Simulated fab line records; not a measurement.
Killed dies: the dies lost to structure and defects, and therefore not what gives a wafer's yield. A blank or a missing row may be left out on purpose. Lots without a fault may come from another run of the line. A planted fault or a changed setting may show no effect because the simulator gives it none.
Matching of chambers || flow gf180mcu || pecvd-04 running GF_MIM_CVD_05: 3 sister chambers
The step deposits Si3N4, target thk 42 nm, time 29.086 s. 3 wafers are shown with their chamber, then 9 later ones without.

== WAFERS WITH THEIR CHAMBER ==
{"wafer": "L081.3", "chamber": 1, "heater_power_w (W)": 595}
{"wafer": "L084.1", "chamber": 0, "heater_power_w (W)": 542}
{"wafer": "L084.5", "chamber": 2, "heater_power_w (W)": 559}

== WAFERS WHOSE CHAMBER IS MISSING ==
{"wafer": "L085.2", "heater_power_w (W)": 681}
{"wafer": "L085.4", "heater_power_w (W)": 675}
{"wafer": "L085.6", "heater_power_w (W)": 558}
{"wafer": "L087.3", "heater_power_w (W)": 665}
{"wafer": "L087.4", "heater_power_w (W)": 540}
{"wafer": "L087.6", "heater_power_w (W)": 651}
{"wafer": "L094.1", "heater_power_w (W)": 549}
{"wafer": "L094.3", "heater_power_w (W)": 594}
{"wafer": "L094.6", "heater_power_w (W)": 560}

== WHICH CHAMBER EACH WENT THROUGH ==
{"wafer": "L085.2", "from the rows above": "can't be placed: 1 or 2 or 0", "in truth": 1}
{"wafer": "L085.4", "from the rows above": "can't be placed: 1 or 2 or 0", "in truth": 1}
{"wafer": "L085.6", "from the rows above": "can't be placed: 2 or 0 or 1", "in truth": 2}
{"wafer": "L087.3", "from the rows above": "can't be placed: 1 or 2 or 0", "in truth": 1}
{"wafer": "L087.4", "from the rows above": "can't be placed: 0 or 2 or 1", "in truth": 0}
{"wafer": "L087.6", "from the rows above": "can't be placed: 1 or 2 or 0", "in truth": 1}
{"wafer": "L094.1", "from the rows above": "can't be placed: 0 or 2 or 1", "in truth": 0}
{"wafer": "L094.3", "from the rows above": "can't be placed: 1 or 2 or 0", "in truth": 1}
{"wafer": "L094.6", "from the rows above": "can't be placed: 2 or 0 or 1", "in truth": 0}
0 of 9 placed correctly. Can't be placed from these rows: 9 (the true chamber is among the candidates in 9). Number placed wrongly: 0.
How it was worked out, from the rows above alone: a wafer's distance from a chamber is the root of the sum, over the readings, of the square of ((its reading less the chamber's mean) divided by the reading's scatter). If the next closest chamber is less than 2 further off than the closest, the wafer can't be placed; otherwise it belongs to the closest. Each chamber's mean is taken over the wafers shown for it. The scatter (one wafer shown for each chamber): square how far every hidden wafer sits from the nearest shown wafer, average those squares and take the square root.
